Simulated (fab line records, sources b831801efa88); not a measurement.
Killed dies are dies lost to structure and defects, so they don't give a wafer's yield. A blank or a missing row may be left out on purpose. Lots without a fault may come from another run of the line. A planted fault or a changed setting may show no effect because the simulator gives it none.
Chamber matching | flow sky130 | SKY_CONTACT_CMP_04 on cmp-01: 4 sister chambers
The step polishes SiO2. 8 wafers are shown with their chamber, then 9 later ones without.

WAFERS WITH THEIR CHAMBER
wafer  | chamber | motor_current_A (A) | time_to_endpoint_s (s)
L670.3 | 0       | 12.5                | 83
L670.5 | 2       | 14.1                | 77
L671.2 | 3       | 11.7                | 90
L671.5 | 1       | 9.9                 | 86
L671.6 | 0       | 11.5                | 86
L672.2 | 2       | 13.3                | 82
L672.4 | 3       | 11.9                | 88
L672.6 | 1       | 10.3                | 87

WAFERS WITHOUT THEIR CHAMBER
wafer  | motor_current_A (A) | time_to_endpoint_s (s)
L674.2 | 11.7                | 84
L674.3 | 14.3                | 79
L674.5 | 10.3                | 84
L681.3 | 11.6                | 88
L681.5 | 14.2                | 83
L681.6 | 12.1                | 89
L682.3 | 14.2                | 83
L682.4 | 11.6                | 88
L682.5 | 10.9                | 84

WHICH CHAMBER EACH WENT THROUGH
wafer  | from the rows above          | in truth
L674.2 | can't be placed: 0 or 3      | 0
L674.3 | 2                            | 2
L674.5 | 1                            | 1
L681.3 | can't be placed: 3 or 0      | 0
L681.5 | 2                            | 2
L681.6 | can't be placed: 3 or 0      | 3
L682.3 | 2                            | 2
L682.4 | can't be placed: 3 or 0      | 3
L682.5 | can't be placed: 1 or 0 or 3 | 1
Placed correctly: 4 of 9. Can't be placed from these rows: 5 (the true chamber is among the candidates in 5). Placed wrongly: 0.
How it was worked out, from the rows above alone: a wafer's distance from a chamber is the root of the sum, over the readings, of the square of ((its reading less the chamber's mean) divided by the reading's scatter). The wafer belongs to the nearest chamber; if the next one is less than 2 further off, it can't be placed. A chamber's mean is the mean of its shown wafers. The scatter: the root of (the sum of the squares of (reading less its chamber's mean) over the shown wafers, divided by (wafers less chambers)).
